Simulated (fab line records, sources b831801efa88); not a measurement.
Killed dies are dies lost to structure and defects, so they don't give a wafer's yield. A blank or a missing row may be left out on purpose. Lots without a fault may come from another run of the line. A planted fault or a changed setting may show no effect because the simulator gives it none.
fab line records | flow sky130
record lots=10 wafers=30 last_day=49
route steps=708 shown CAPM@537 VIA3@587 METAL4@600 PAD_OPEN@708
lots that met no fault: from a run of the same line without faults
start_h: hours from the record's first day to the start of the lot's first wafer shown | wait_h: hours since the lot's step before | " the same as in the row above | L1.1+2: a row that stands for several wafers | - no value, or no start given | * or withheld: withheld | < > ~ a bound
route shown NAME@n: a module of which the file shows steps, and the number in the route of the first | usual: mean/standard deviation of fault-free wafers | same: alike in all rows | chamber/n: place in a boat | sites: the reading at each site | _std_site: their standard deviation | _edge_site: outer sites' mean less inner sites' | radius_mm: how far each site lies from the wafer's centre | mask NAME#n: copy n | behind: the tool/chamber that last shaped the wafer | hold: why the lot was held/for how many hours/how that ended | device: the transistor (n, p or np) that didn't switch | end of line: the same wafers' tests at the end of the route | a step without rows: its recipe alone | killed: dies lost to structure and defects at the first sort, not the wafer's yield | map: a wafer's dies, x killed, . not, _ none there
set.NAME: the setting as run; set.NAME@STEP: as run at that earlier step | model.NAME: the simulator's own value behind a step, which no gauge read
steps of the route over a sample of lots; a table a step, a row a wafer
services: from which hour (start_h, from the record's first day; less than 0 if before it) a tool's chamber was out of use, for how many hours, and why
## steps
# step SKY_CAPM_CVD_00
# recipe material=SiO2 target_thk_nm=15.5 temp_c=400 time_s=withheld rf_w=450
# usual heater_power_w=687/67
# columns lot.wafer tool chamber start_h wait_h heater_power_w
L940.3 pecvd-04 1 864.59 0.0 680
L940.4 " 1 " " 706
L940.5 " 0 " " 772
L944.2 pecvd-03 2 910.13 0.0 585
L944.5 " 1 " " 738
L944.6 " 2 " " 592
L946.1 pecvd-04 0 915.57 0.0 791
L946.2 " 2 " " 631
L946.4 " 2 " " 623
L947.3 pecvd-04 0 919.61 0.0 779
L947.5 " 0 " " 781
L947.6 " 1 " " 719
L948.1 pecvd-02 0 929.06 0.0 625
L948.5 " 0 " " 636
L948.6 " 2 " " 690
L949.2 pecvd-03 0 940.35 0.0 663
L949.4 " 0 " " 651
L949.5 " 1 " " 717
L950.1 pecvd-04 1 943.49 0.0 745
L950.3 " 0 " " 795
L950.6 " 1 " " 770
L953.3 pecvd-02 0 976.33 0.0 718
L953.5 " 0 " " 725
L953.6 " 1 " " 685
L955.3 pecvd-04 2 980.72 0.0 684
L955.4 " 0 " " 762
L955.6 " 2 " " 671
L957.2 pecvd-02 1 985.84 0.0 733
L957.4 " 2 " " 686
L957.6 " 1 " " 739
# step SKY_CAPM_THK_MEAS_01
# recipe reads=SiO2_of_CAPM_CVD_00
# usual CAPM_CVD_00_THK=15.38/0.22
# columns lot.wafer tool chamber start_h wait_h CAPM_CVD_00_THK[nm]
L940.3 film_metro-04 - 864.63 - 15.35
L940.4 " - " " 15.66
L940.5 " - " " 15.53
L944.2 film_metro-04 - 910.16 - 15.32
L944.5 " - " " 15.54
L944.6 " - " " 15.51
L946.1 film_metro-04 - 915.59 - 15.28
L946.2 " - " " 15.65
L946.4 " - " " 15.84
L947.3 film_metro-04 - 919.65 - 15.02
L947.5 " - " " 15.19
L947.6 " - " " 15.47
L948.1 film_metro-02 - 929.09 - 15.05
L948.5 " - " " 15.25
L948.6 " - " " 14.83
L949.2 film_metro-04 - 940.39 - 15.09
L949.4 " - " " 15.33
L949.5 " - " " 15.48
L950.1 film_metro-04 - 943.51 - 15.58
L950.3 " - " " 15.15
L950.6 " - " " 15.64
L953.3 film_metro-02 - 976.37 - 15.47
L953.5 " - " " 15.72
L953.6 " - " " 16.00
L955.3 film_metro-02 - 980.76 - 15.40
L955.4 " - " " 15.41
L955.6 " - " " 15.78
L957.2 film_metro-03 - 985.87 - 15.27
L957.4 " - " " 15.36
L957.6 " - " " 15.80
# step SKY_VIA3_ETCH_14
# recipe chemistry=N2/H2 target=BARC ion_energy_ev=200 source_w=500 bias_w=100 pressure_mtorr=30 n2_flow_sccm=100 h2_flow_sccm=200 stop_on=SiO2 time_s=45.9 target_depth_a=600
# usual bias_w=99.99/0.28 drypump_motor_current_A=5.7/0.51 h2_flow_sccm=200.0/0.61 oes_product_au=0.856/0.0048 throttle_valve_pct=13.225/0.0097
# columns lot.wafer tool chamber start_h wait_h bias_w drypump_motor_current_A h2_flow_sccm oes_product_au rf_hours_counter_h throttle_valve_pct
L940.3 rie_diel-04 1 942.21 0.0 99.69 4.8 199.8 0.855 7 13.228
L940.4 " 3 " " 100.14 5.3 199.3 0.856 21 13.227
L940.5 " 1 " " 100.12 4.8 200.5 0.860 - 13.227
L944.2 rie_diel-01 3 986.31 0.0 99.74 6.0 200.6 0.851 22 13.190
L944.5 " 1 " " 99.86 5.8 200.4 0.851 - 13.236
L944.6 " 2 " " 99.42 6.2 200.0 0.856 - 13.226
L946.1 rie_diel-04 3 991.11 0.0 100.23 5.3 200.0 0.851 23 13.214
L946.2 " 0 " " 100.41 6.2 199.1 0.858 16 13.217
L946.4 " 2 " " 100.18 5.5 200.8 0.853 - 13.227
L947.3 rie_diel-04 1 997.01 0.0 99.85 4.7 200.2 0.858 7 13.226
L947.5 " 2 " " 99.90 5.5 199.7 0.859 - 13.225
L947.6 " 1 " " 100.17 4.7 200.6 0.861 - 13.219
L948.1 rie_diel-04 3 1003.86 0.0 99.74 5.3 200.4 0.861 23 13.242
L948.5 " 2 " " 99.99 5.5 199.5 0.862 - 13.233
L948.6 " 1 " " 99.56 4.7 201.4 0.864 - 13.229
L949.2 rie_diel-03 3 1015.16 0.0 100.08 5.8 199.2 0.865 23 13.219
L949.4 " 0 " " 99.95 6.5 199.5 0.852 13 13.224
L949.5 " 0 " " 99.77 6.5 200.3 0.860 - 13.227
L950.1 rie_diel-04 2 1016.16 0.0 100.34 5.5 200.1 0.858 18 13.216
L950.3 " 3 " " 100.19 5.3 199.1 0.854 23 13.236
L950.6 " 0 " " 100.31 6.3 199.3 0.859 - 13.232
L953.3 rie_diel-01 2 1046.48 0.0 99.77 6.1 199.2 0.856 6 13.210
L953.5 " 2 " " 99.59 6.1 200.0 0.856 - 13.204
L953.6 " 3 " " 99.76 6.0 200.5 0.863 - 13.229
L955.3 rie_diel-03 1 1049.76 0.0 100.27 5.6 200.1 0.855 21 13.236
L955.4 " 2 " " 99.49 5.3 200.6 0.853 17 13.228
L955.6 " 0 " " 100.26 6.5 200.1 0.856 - 13.229
L957.2 rie_diel-04 0 1056.76 0.0 99.94 6.3 199.7 0.856 19 13.223
L957.4 " 3 " " 100.31 5.3 199.4 0.785 25 13.206
L957.6 " 3 " " 100.43 5.3 199.7 0.859 - 13.223
# step SKY_VIA3_ETCH_15
# recipe target=SiO2 chemistry=C4F8/O2/Ar target_depth_nm=507 stop_on=TiN mask_material=KrF-thick source_w=1500 bias_w=1200 pressure_mtorr=40 c4f8_flow_sccm=withheld O2_flow_sccm=6 Ar_flow_sccm=300 time_s=78
# usual bias_w=1200/3.7 oes_product_au=0.946/0.0045
# columns lot.wafer tool chamber start_h wait_h bias_w oes_product_au rf_hours_counter_h
L940.3 rie_diel-04 1 942.25 0.0 1199 0.942 7
L940.4 " 3 " " 1202 0.948 21
L940.5 " 1 " " 1203 0.951 -
L944.2 rie_diel-01 3 986.35 0.0 1201 0.953 22
L944.5 " 1 " " 1196 0.950 -
L944.6 " 2 " " 1192 0.946 -
L946.1 rie_diel-04 3 991.15 0.0 1200 0.945 23
L946.2 " 0 " " 1203 0.947 16
L946.4 " 2 " " 1197 0.943 -
L947.3 rie_diel-04 1 997.05 0.0 1201 0.944 7
L947.5 " 2 " " 1202 0.941 -
L947.6 " 1 " " 1205 0.948 -
L948.1 rie_diel-04 3 1003.90 0.0 1198 0.942 23
L948.5 " 2 " " 1197 0.950 -
L948.6 " 1 " " 1196 0.946 -
L949.2 rie_diel-03 3 1015.21 0.0 1205 0.937 23
L949.4 " 0 " " 1199 0.943 13
L949.5 " 0 " " 1204 0.943 -
L950.1 rie_diel-04 2 1016.20 0.0 1196 0.952 18
L950.3 " 3 " " 1204 0.948 23
L950.6 " 0 " " 1203 0.945 -
L953.3 rie_diel-01 2 1046.52 0.0 1206 0.942 6
L953.5 " 2 " " 1198 0.942 -
L953.6 " 3 " " 1201 0.952 -
L955.3 rie_diel-03 1 1049.80 0.0 1196 0.941 21
L955.4 " 2 " " 1196 0.940 17
L955.6 " 0 " " 1204 0.942 -
L957.2 rie_diel-04 0 1056.80 0.0 1198 0.948 19
L957.4 " 3 " " 1199 0.607 25
L957.6 " 3 " " 1197 0.943 -
# step SKY_VIA3_STRIP_16
# recipe chemistry=O2/N2 power_w=1400 pressure_mtorr=1500 platen_temp_c=withheld o2_flow_sccm=3000 n2_flow_sccm=300 overash_fraction=0.5
# usual drypump_motor_current_A=5.5/0.32 oes_product_au=0.403/0.0046 strip_time_to_endpoint_s=4.145/0.024
# same overash_fraction=0.5
# columns lot.wafer tool chamber start_h wait_h drypump_motor_current_A oes_product_au rf_hours_counter_h strip_time_to_endpoint_s
L940.3 plasma_asher-02 1 942.34 0.1 5.6 0.403 - 4.122
L940.4 " 0 " " 4.9 0.400 - 4.154
L940.5 " 1 " " 5.6 0.399 - 4.136
L944.2 plasma_asher-04 1 986.41 0.0 5.9 0.401 87 4.134
L944.5 " 1 " " 5.8 0.403 - 4.157
L944.6 " 0 " " 5.6 0.400 - 4.152
L946.1 plasma_asher-04 1 991.21 0.0 5.8 0.401 87 4.152
L946.2 " 0 " " 5.7 0.396 87 4.091
L946.4 " 0 " " 5.6 0.406 - 4.114
L947.3 plasma_asher-04 1 997.14 0.1 5.8 0.402 - 4.136
L947.5 " 0 " " 5.6 0.398 - 4.135
L947.6 " 1 " " 5.8 0.408 - 4.151
L948.1 plasma_asher-02 0 1003.96 0.0 4.9 0.402 119 4.154
L948.5 " 1 " " 5.6 0.399 - 4.140
L948.6 " 0 " " 4.9 0.401 - 4.144
L949.2 plasma_asher-02 0 1015.27 0.0 4.9 0.406 120 4.133
L949.4 " 0 " " 4.9 0.405 - 4.101
L949.5 " 1 " " 5.6 0.401 - 4.123
L950.1 plasma_asher-04 1 1016.26 0.0 5.8 0.402 90 4.126
L950.3 " 0 " " 5.6 0.397 - 4.190
L950.6 " 1 " " 5.8 0.402 - 4.121
L953.3 plasma_asher-04 1 1046.62 0.1 5.8 0.408 - 4.138
L953.5 " 1 " " 5.8 0.398 - 4.139
L953.6 " 0 " " 5.6 0.402 - 4.147
L955.3 plasma_asher-04 1 1049.89 0.1 5.9 0.409 - 4.178
L955.4 " 0 " " 5.6 0.402 - 4.175
L955.6 " 0 " " 5.7 0.399 - 4.186
L957.2 plasma_asher-04 0 1056.86 0.0 5.6 0.408 94 4.163
L957.4 " 0 " " 5.7 0.413 - 4.318
L957.6 " 0 " " 5.6 0.394 - 4.194
# step SKY_METAL4_SPUTTER_02
# recipe material=AlCu target_thk_nm=735 power_w=10600 time_s=39.1 chamber_pressure_pa=0.4
# usual throttle_valve_pct=30.9/1.1
# columns lot.wafer tool chamber start_h wait_h throttle_valve_pct
L940.3 pvd_sputter-02 - 944.05 0.0 28.5
L940.4 " - " " 29.1
L940.5 " - " " 28.8
L944.2 pvd_sputter-01 - 987.80 0.0 31.5
L944.5 " - " " 30.3
L944.6 " - " " 31.3
L946.1 pvd_sputter-01 - 992.51 0.0 32.7
L946.2 " - " " 30.2
L946.4 " - " " 29.6
L947.3 pvd_sputter-03 - 998.42 0.0 31.3
L947.5 " - " " 32.1
L947.6 " - " " 31.2
L948.1 pvd_sputter-03 - 1005.49 0.0 31.6
L948.5 " - " " 31.4
L948.6 " - " " 31.0
L949.2 pvd_sputter-03 - 1017.36 0.0 31.8
L949.4 " - " " 31.3
L949.5 " - " " 31.4
L950.1 pvd_sputter-03 - 1018.26 0.0 31.3
L950.3 " - " " 31.7
L950.6 " - " " 31.5
L953.3 pvd_sputter-01 - 1047.91 0.0 30.5
L953.5 " - " " 29.7
L953.6 " - " " 31.3
L955.3 pvd_sputter-03 - 1051.20 0.0 31.2
L955.4 " - " " 31.4
L955.6 " - " " 31.6
L957.2 pvd_sputter-01 - 1058.16 0.0 29.5
L957.6 " - " " 30.8
# step SKY_PAD_OPEN_PROBE_99
# usual defect_limited_yield=82.6/1.9 killed_at_M0_to_M3=42/7.1 killed_at_M4_up=3.3/1.9 killed_at_contacts=24/5 killed_at_front_end=15/4.7 killed_at_other=0.3/0.61 killed_dies=86/9.6 killed_on_rim=17/3.8 killed_open=47/7.5 killed_short=38/6.6 sort_bin_3_pad_short=0.9/0.42 sort_bin_5_function=10.2/1.5 sort_bin_6_memory=6.3/1.1 sort_n_pass=406/9.6 sort_yield_pct=82.6/1.9
# same gross_dies=492 killed_at_back_side=0 sort_bin_4_leakage[%]=0 sort_bin_8_speed[%]=0
# columns lot.wafer tool chamber start_h wait_h defect_limited_yield[%] killed_at_M0_to_M3 killed_at_M4_up killed_at_contacts killed_at_front_end killed_at_other killed_dies killed_on_rim killed_open killed_short sort_bin_3_pad_short[%] sort_bin_5_function[%] sort_bin_6_memory[%] sort_n_pass sort_yield_pct[%]
L940.3 prober-02 - 1087.45 0.2 83.7 49 3 19 8 1 80 14 35 45 1.2 9.3 5.7 412 83.7
L940.4 prober-02 - 1087.50 0.2 82.7 49 6 20 10 0 85 16 46 39 1.6 9.3 6.3 407 82.7
L940.5 prober-02 - 1087.55 0.2 84.8 38 2 26 8 1 75 16 47 27 0.8 9.1 5.3 417 84.8
L944.2 prober-01 - 1124.90 0.1 83.5 44 5 19 13 0 81 14 41 40 1.8 9.3 5.3 411 83.5
L944.5 prober-01 - 1125.05 0.2 83.1 44 6 26 7 0 83 15 43 40 0.8 10.0 6.1 409 83.1
L944.6 prober-01 - 1125.10 0.2 82.5 52 5 19 9 1 86 17 46 40 0.6 8.9 7.9 406 82.5
L946.1 prober-02 - 1127.46 0.1 83.3 41 5 22 14 0 82 16 41 41 0.6 7.5 8.5 410 83.3
L946.2 prober-02 - 1127.51 0.1 83.5 46 2 18 14 1 81 20 44 37 1.4 9.1 5.9 411 83.5
L946.4 prober-02 - 1127.61 0.2 83.1 51 1 20 11 0 83 14 46 37 1.2 8.1 7.5 409 83.1
L947.3 prober-01 - 1133.22 0.2 83.1 35 3 26 19 0 83 19 49 34 1.4 9.3 6.1 409 83.1
L947.5 prober-01 - 1133.32 0.2 83.3 35 4 27 15 1 82 15 48 34 0.8 10.4 5.5 410 83.3
L947.6 prober-01 - 1133.37 0.2 80.7 51 2 25 17 0 95 23 49 46 1.0 11.2 7.1 397 80.7
L948.1 prober-02 - 1141.03 0.1 86.4 37 1 21 7 1 67 9 37 30 1.0 7.9 4.7 425 86.4
L948.5 prober-02 - 1141.23 0.2 83.1 47 5 17 12 2 83 17 42 40 0.6 10.8 5.5 409 83.1
L948.6 prober-02 - 1141.28 0.2 85.0 42 4 22 6 0 74 9 44 30 0.8 8.5 5.7 418 85.0
L949.2 prober-01 - 1149.14 0.1 82.1 48 1 24 15 0 88 11 49 39 1.0 10.6 6.3 404 82.1
L949.4 prober-01 - 1149.24 0.2 79.9 49 6 26 17 1 99 17 58 41 1.2 11.6 7.3 393 79.9
L949.5 prober-01 - 1149.29 0.2 84.3 39 3 24 11 0 77 10 33 44 1.2 8.3 6.1 415 84.3
L950.1 prober-02 - 1151.02 0.1 81.9 44 5 27 13 0 89 14 43 46 0.2 10.4 7.5 403 81.9
L950.3 prober-02 - 1151.12 0.2 82.3 35 1 30 20 1 87 15 51 36 0.6 11.2 5.9 405 82.3
L950.6 prober-02 - 1151.27 0.2 79.7 39 3 34 24 0 100 20 54 46 1.4 12.0 6.9 392 79.7
L953.3 prober-02 - 1175.87 0.2 81.5 54 3 16 18 0 91 11 49 41 0.6 9.8 8.1 401 81.5
L953.5 prober-02 - 1175.97 0.2 83.1 35 4 29 14 1 83 15 36 47 1.4 8.9 6.5 409 83.1
L953.6 prober-02 - 1176.02 0.2 81.7 38 1 25 26 0 90 19 49 41 1.0 9.3 7.9 402 81.7
L955.3 prober-01 - 1177.37 0.2 80.1 57 1 32 8 0 98 16 57 41 0.4 13.4 6.1 394 80.1
L955.4 prober-01 - 1177.42 0.2 83.1 35 3 24 18 3 83 18 38 44 1.0 10.6 5.3 409 83.1
L955.6 prober-01 - 1177.52 0.2 81.1 57 1 25 10 0 93 22 54 39 1.0 12.4 5.5 399 81.1
L957.2 prober-01 - 1181.29 0.1 82.5 51 1 22 12 0 86 16 41 45 0.2 11.2 6.1 406 82.5
L957.4 prober-01 - 1181.39 0.2 20.1 343 4 28 17 1 393 89 55 41 0.6 71.3 7.9 99 20.1
L957.6 prober-01 - 1181.49 0.2 81.1 46 2 25 20 0 93 19 49 44 0.8 11.8 6.3 399 81.1
# killed by level:class
L940.3 METAL2:geometric_particle:short=10 METAL1:geometric_particle:short=8 VIA2:geometric_particle:open=8 CONTACT:geometric_particle:open=7 VIA1:geometric_particle:open=6 LI_CONTACT:geometric_particle:open=5 VIA1:geometric_particle:short=5 LI_CONTACT:geometric_particle:short=3
L940.4 CONTACT:geometric_particle:open=9 METAL2:geometric_particle:short=9 VIA2:geometric_particle:open=8 VIA1:geometric_particle:open=6 VIA1:geometric_particle:short=5 VIA3:geometric_particle:open=5 VIA3:geometric_particle:short=5 POLY_GATE:geometric_particle:open=4
L940.5 CONTACT:geometric_particle:open=13 VIA2:geometric_particle:open=7 VIA3:geometric_particle:open=7 CONTACT:geometric_particle:short=6 LI_CONTACT:geometric_particle:open=5 VIA1:geometric_particle:short=5 VIA1:geometric_particle:open=5 METAL2:geometric_particle:short=3
L944.2 CONTACT:geometric_particle:open=8 VIA1:geometric_particle:open=8 VIA1:geometric_particle:short=7 VIA2:geometric_particle:open=6 VIA3:geometric_particle:open=6 LI_CONTACT:geometric_particle:open=4 VIA3:geometric_particle:short=4 METAL2:geometric_particle:short=4
L944.5 CONTACT:geometric_particle:open=12 VIA1:geometric_particle:open=8 VIA2:geometric_particle:open=8 METAL4:geometric_particle:short=6 METAL2:geometric_particle:short=6 METAL1:geometric_particle:short=5 POLY_GATE:geometric_particle:open=4 LI_CONTACT:geometric_particle:open=4
L944.6 VIA1:geometric_particle:open=11 CONTACT:geometric_particle:open=8 VIA2:geometric_particle:open=7 VIA3:geometric_particle:open=7 LOCAL_INTERCONNECT:geometric_particle:short=5 METAL3:geometric_particle:short=5 VIA1:geometric_particle:short=4 METAL2:geometric_particle:short=4
L946.1 METAL1:geometric_particle:short=10 CONTACT:geometric_particle:open=9 VIA1:geometric_particle:open=6 CONTACT:geometric_particle:short=5 VIA1:geometric_particle:short=5 METAL2:geometric_particle:short=5 FIELD_ISO:geometric_particle:open=4 POLY_GATE:geometric_particle:open=4
L946.2 VIA3:geometric_particle:open=11 METAL1:geometric_particle:short=8 VIA1:geometric_particle:open=8 FIELD_ISO:geometric_particle:short=7 LI_CONTACT:geometric_particle:open=6 VIA2:geometric_particle:open=6 CONTACT:geometric_particle:open=5 VIA1:geometric_particle:short=5
L946.4 VIA3:geometric_particle:open=14 VIA1:geometric_particle:open=7 CONTACT:geometric_particle:short=6 CONTACT:geometric_particle:open=6 METAL2:geometric_particle:short=6 POLY_GATE:geometric_particle:open=5 METAL1:geometric_particle:short=5 LI_CONTACT:geometric_particle:open=4
L947.3 VIA3:geometric_particle:open=10 VIA1:geometric_particle:open=9 CONTACT:geometric_particle:short=7 FIELD_ISO:geometric_particle:open=6 LI_CONTACT:geometric_particle:open=6 CONTACT:geometric_particle:open=6 FIELD_ISO:geometric_particle:short=5 LI_CONTACT:geometric_particle:short=5
L947.5 CONTACT:geometric_particle:open=10 VIA1:geometric_particle:open=8 CONTACT:geometric_particle:short=7 VIA2:geometric_particle:open=6 LI_CONTACT:geometric_particle:open=6 FIELD_ISO:geometric_particle:short=5 VIA3:geometric_particle:open=5 FIELD_ISO:geometric_particle:open=4
L947.6 CONTACT:geometric_particle:open=11 VIA1:geometric_particle:open=9 LI_CONTACT:geometric_particle:open=7 FIELD_ISO:geometric_particle:short=6 VIA3:geometric_particle:short=6 METAL2:geometric_particle:short=6 VIA2:geometric_particle:open=6 VIA3:geometric_particle:open=6
L948.1 VIA1:geometric_particle:open=11 METAL1:geometric_particle:short=7 LI_CONTACT:geometric_particle:open=6 CONTACT:geometric_particle:open=5 CONTACT:geometric_particle:short=5 VIA3:geometric_particle:open=5 POLY_GATE:geometric_particle:open=4 LOCAL_INTERCONNECT:geometric_particle:short=4
L948.5 METAL2:geometric_particle:short=10 VIA1:geometric_particle:open=9 CONTACT:geometric_particle:open=7 VIA3:geometric_particle:open=6 METAL3:geometric_particle:short=6 VIA2:geometric_particle:open=6 FIELD_ISO:geometric_particle:open=5 METAL1:geometric_particle:short=5
L948.6 VIA1:geometric_particle:open=11 CONTACT:geometric_particle:open=7 LI_CONTACT:geometric_particle:open=6 VIA2:geometric_particle:open=6 LI_CONTACT:geometric_particle:short=4 METAL2:geometric_particle:open=4 METAL3:geometric_particle:short=4 VIA3:geometric_particle:open=4
L949.2 CONTACT:geometric_particle:open=11 METAL1:geometric_particle:short=10 VIA2:geometric_particle:open=8 FIELD_ISO:geometric_particle:open=7 VIA1:geometric_particle:open=7 VIA2:geometric_particle:short=7 POLY_GATE:geometric_particle:short=5 VIA1:geometric_particle:short=5
L949.4 CONTACT:geometric_particle:open=12 VIA3:geometric_particle:open=9 VIA1:geometric_particle:open=8 LI_CONTACT:geometric_particle:open=7 VIA2:geometric_particle:open=7 POLY_GATE:geometric_particle:open=6 METAL1:geometric_particle:short=6 VIA1:geometric_particle:short=6
L949.5 CONTACT:geometric_particle:open=11 METAL1:geometric_particle:short=9 POLY_GATE:geometric_particle:short=6 VIA1:geometric_particle:short=6 VIA1:geometric_particle:open=5 VIA3:geometric_particle:open=4 METAL2:geometric_particle:short=4 VIA2:geometric_particle:open=4
L950.1 CONTACT:geometric_particle:open=11 VIA1:geometric_particle:open=11 LI_CONTACT:geometric_particle:open=7 FIELD_ISO:geometric_particle:short=6 METAL2:geometric_particle:short=6 VIA3:geometric_particle:open=6 LOCAL_INTERCONNECT:geometric_particle:short=5 METAL1:geometric_particle:short=5
L950.3 CONTACT:geometric_particle:open=13 VIA2:geometric_particle:open=8 VIA1:geometric_particle:open=8 CONTACT:geometric_particle:short=7 FIELD_ISO:geometric_particle:open=6 SPACER:geometric_particle:open=5 LI_CONTACT:geometric_particle:open=5 POLY_GATE:geometric_particle:short=4
L950.6 LI_CONTACT:geometric_particle:open=12 CONTACT:geometric_particle:open=12 CONTACT:geometric_particle:short=8 FIELD_ISO:geometric_particle:open=6 FIELD_ISO:geometric_particle:short=6 POLY_GATE:geometric_particle:open=6 METAL2:geometric_particle:short=6 METAL1:geometric_particle:short=5
L953.3 VIA2:geometric_particle:open=11 FIELD_ISO:geometric_particle:open=8 VIA3:geometric_particle:open=8 METAL1:geometric_particle:short=7 METAL2:geometric_particle:short=6 VIA2:geometric_particle:short=5 LOCAL_INTERCONNECT:geometric_particle:short=4 CONTACT:geometric_particle:open=4
L953.5 LOCAL_INTERCONNECT:geometric_particle:short=9 CONTACT:geometric_particle:open=9 FIELD_ISO:geometric_particle:short=7 VIA1:geometric_particle:open=7 LI_CONTACT:geometric_particle:open=5 VIA2:geometric_particle:open=5 CONTACT:geometric_particle:short=5 METAL2:geometric_particle:short=5
L953.6 CONTACT:geometric_particle:open=11 VIA1:geometric_particle:open=10 FIELD_ISO:geometric_particle:short=7 FIELD_ISO:geometric_particle:open=5 LOCAL_INTERCONNECT:geometric_particle:short=5 METAL1:geometric_particle:short=5 VIA2:geometric_particle:open=5 POLY_GATE:geometric_particle:open=4
L955.3 LI_CONTACT:geometric_particle:open=12 CONTACT:geometric_particle:open=12 METAL2:geometric_particle:short=9 VIA3:geometric_particle:open=8 METAL1:geometric_particle:short=6 VIA1:geometric_particle:short=6 VIA2:geometric_particle:open=6 METAL3:geometric_particle:short=6
L955.4 LI_CONTACT:geometric_particle:open=7 VIA2:geometric_particle:open=7 LOCAL_INTERCONNECT:geometric_particle:short=6 CONTACT:geometric_particle:open=5 VIA3:geometric_particle:open=5 FIELD_ISO:geometric_particle:open=4 FIELD_ISO:geometric_particle:short=4 POLY_GATE:geometric_particle:short=4
L955.6 VIA2:geometric_particle:open=14 VIA1:geometric_particle:open=12 METAL2:geometric_particle:short=11 LI_CONTACT:geometric_particle:open=9 CONTACT:geometric_particle:open=8 VIA1:geometric_particle:short=5 LOCAL_INTERCONNECT:geometric_particle:short=4 VIA3:geometric_particle:short=4
L957.2 LI_CONTACT:geometric_particle:open=8 METAL1:geometric_particle:short=8 VIA1:geometric_particle:short=8 VIA1:geometric_particle:open=7 CONTACT:geometric_particle:open=5 VIA2:geometric_particle:short=5 LI_CONTACT:geometric_particle:short=5 METAL2:geometric_particle:short=5
L957.4 VIA3:area_etch=296 CONTACT:geometric_particle:open=14 VIA1:geometric_particle:open=11 VIA2:geometric_particle:open=9 FIELD_ISO:geometric_particle:short=8 VIA3:geometric_particle:open=8 METAL1:geometric_particle:short=6 METAL2:geometric_particle:short=6
L957.6 CONTACT:geometric_particle:open=12 VIA1:geometric_particle:open=9 VIA2:geometric_particle:open=8 METAL2:geometric_particle:short=7 FIELD_ISO:geometric_particle:open=5 VIA3:geometric_particle:open=5 CONTACT:geometric_particle:short=5 VIA1:geometric_particle:short=5
## services
# columns tool chamber start_h hours kind
pvd_sputter-03 - 841.83 1.0 repair
rie_diel-03 2 859.13 13.1 repair
rie_diel-03 0 866.71 5.2 repair
pecvd-02 1 878.91 5.1 repair
rie_diel-03 1 886.23 1.4 repair
rie_diel-04 - 905.36 1.4 repair
rie_diel-03 - 915.80 1.6 repair
rie_diel-03 1 924.69 5.3 repair
pecvd-02 1 925.83 3.9 repair
rie_diel-04 1 946.62 46.5 repair
pvd_sputter-01 - 950.17 5.7 repair
rie_diel-03 - 955.30 0.3 repair
pecvd-02 1 956.14 2.6 repair
pvd_sputter-01 - 971.69 7.0 repair
rie_diel-03 1 972.57 15.9 repair
rie_diel-03 0 976.81 3.8 repair
pecvd-04 0 984.66 5.6 repair
rie_diel-03 1 992.47 8.5 repair
pvd_sputter-01 - 994.80 1.1 repair
rie_diel-04 0 1017.51 5.3 repair
pecvd-04 2 1042.49 7.9 repair
rie_diel-03 - 1046.58 0.8 repair
rie_diel-03 3 1052.54 10.3 repair
rie_diel-01 3 1056.20 12.8 repair
## key
first_sign step=SKY_VIA3_ETCH_14 reading=oes_product_au direction=down sigmas=15 usual=0.856 struck=0.785
effect step=SKY_VIA3_ETCH_15 reading=oes_product_au direction=down sigmas=75 usual=0.946 struck=0.607
effect step=SKY_VIA3_STRIP_16 reading=strip_time_to_endpoint_s direction=up sigmas=7.3 usual=* struck=*
effect step=SKY_PAD_OPEN_PROBE_99 reading=killed_at_M0_to_M3 direction=up sigmas=42 usual=42 struck=343
more_kills_born_at SKY_VIA3_ETCH_14@rie_diel-04=296
met_at SKY_VIA3_ETCH_14
struck_lots L957
struck_wafers L957.4
later_rows_left_out L957.4
not_acting_at SKY_CAPM_CVD_00,SKY_CAPM_THK_MEAS_01,SKY_METAL4_SPUTTER_02
onset_between 1016.16 1056.76
fault kind=process_parameter_drift tool=rie_diel-04 chamber=- onset_h=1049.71 steps=SKY_VIA3_ETCH_14 channel=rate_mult offset=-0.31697 shape=step end_h=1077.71 scope=struck_wafers_only
# later_rows_left_out: the simulator's readings of these wafers behind a module that went badly wrong aren't trusted and aren't shown, but for the sort
